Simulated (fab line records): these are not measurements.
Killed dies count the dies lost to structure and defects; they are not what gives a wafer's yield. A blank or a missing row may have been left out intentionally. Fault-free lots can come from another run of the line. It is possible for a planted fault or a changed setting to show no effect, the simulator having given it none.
Check for tools in common | flow sky130 | Lots sampled 15, wafers sampled 45

== WHY IT WAS OPENED ==
Of 15 lots, 3 have the reading DNWELL_TW flagged at SKY_DNWELL_TW_MEAS_09. Fault-free wafers read 1124, with a standard deviation of 9.3.
Rule: a lot is flagged in two cases, either no wafer of it has a number, or all its wafers with numbers fall more than 4 standard deviations from that mean. All remaining lots are regarded as sound.

lot  | measured    | on           | DNWELL_TW, wafer by wafer | flag
L172 | day 3 09:50 | filmMetro-01 | 1135 1134 1129            | 
L173 | day 3 14:53 | filmMetro-01 | 1129 1136 1130            | 
L174 | day 3 21:17 | filmMetro-01 | 1126 1132 1138            | 
L175 | day 4 00:32 | filmMetro-04 | 1112 1110 1119            | 
L177 | day 4 09:17 | filmMetro-04 | 1111 1108 1115            | 
L179 | day 4 23:02 | filmMetro-01 | 1133 1140 1139            | 
L180 | day 5 08:47 | filmMetro-02 | 30 30 30                  | FLAGGED
L181 | day 5 14:40 | filmMetro-04 | 30 30 30                  | FLAGGED
L182 | day 5 19:40 | filmMetro-04 | 30 30 30                  | FLAGGED
L186 | day 6 14:25 | filmMetro-02 | 1129 1129 1125            | 
L188 | day 6 23:20 | filmMetro-04 | 1109 1111 1106            | 
L189 | day 7 04:18 | filmMetro-01 | 1132 1131 1128            | 
L190 | day 7 10:23 | filmMetro-02 | 1125 1126 1120            | 
L191 | day 7 14:29 | filmMetro-04 | 1108 1110 1109            | 
L194 | day 8 11:56 | filmMetro-02 | 1138 1142 1134            | 
Averaged over the flagged lots the numbers come to 30, -1094 from the usual (-99 or more standard deviations).

== WHICH TOOL EACH LOT WENT THROUGH ==
The record keeps 1 process step preceding the reading, out of 708 steps on the route. Cell contents, in order: the tool; ch with the chambers the sampled wafers went through; the start.
lot  | flag    | SKY_DNWELL_EXPOSE_04
L172 |         | ilineStepper-01 ch 0, day 3 02:30
L173 |         | ilineStepper-01 ch 0, day 3 06:50
L174 |         | ilineStepper-01 ch 0, day 3 13:10
L175 |         | ilineStepper-01 ch 0, day 3 16:53
L177 |         | ilineStepper-01 ch 0, day 4 00:55
L179 |         | ilineStepper-02 ch 0, day 4 15:07
L180 | FLAGGED | ilineStepper-01, day 4 23:37
L181 | FLAGGED | ilineStepper-02, day 5 05:58
L182 | FLAGGED | ilineStepper-02, day 5 11:14
L186 |         | ilineStepper-01 ch 0, day 6 04:47
L188 |         | ilineStepper-02 ch 0, day 6 13:29
L189 |         | ilineStepper-02 ch 0, day 6 18:35
L190 |         | ilineStepper-02 ch 0, day 7 00:08
L191 |         | ilineStepper-02 ch 0, day 7 04:45
L194 |         | ilineStepper-02 ch 0, day 8 02:14
What the steps here do:
- SKY_DNWELL_EXPOSE_04: exposes mask DNM, target cd 3000 nm.
- SKY_DNWELL_TW_MEAS_09

== FLAGGED OVER TOTAL, TOOL BY TOOL (the gauges that took the reading come last) ==
step                  | tool            | lots run | flagged | share of the flagged lots | sound lots run after its first flagged lot
SKY_DNWELL_EXPOSE_04  | ilineStepper-01 | 7        | 1       | some                      | 1 (L186)
SKY_DNWELL_EXPOSE_04  | ilineStepper-02 | 8        | 2       | some                      | 5 (L188,L189,L190,L191,L194)
SKY_DNWELL_TW_MEAS_09 | filmMetro-01    | 5        | 0       | none                      | -
SKY_DNWELL_TW_MEAS_09 | filmMetro-02    | 4        | 1       | some                      | 3 (L186,L190,L194)
SKY_DNWELL_TW_MEAS_09 | filmMetro-04    | 6        | 2       | some                      | 2 (L188,L191)

== WHAT THE TABLE PERMITS ==
No row of the table ran every flagged lot.

== WHAT HAD BEEN PUT IN BY THE SIMULATOR ==
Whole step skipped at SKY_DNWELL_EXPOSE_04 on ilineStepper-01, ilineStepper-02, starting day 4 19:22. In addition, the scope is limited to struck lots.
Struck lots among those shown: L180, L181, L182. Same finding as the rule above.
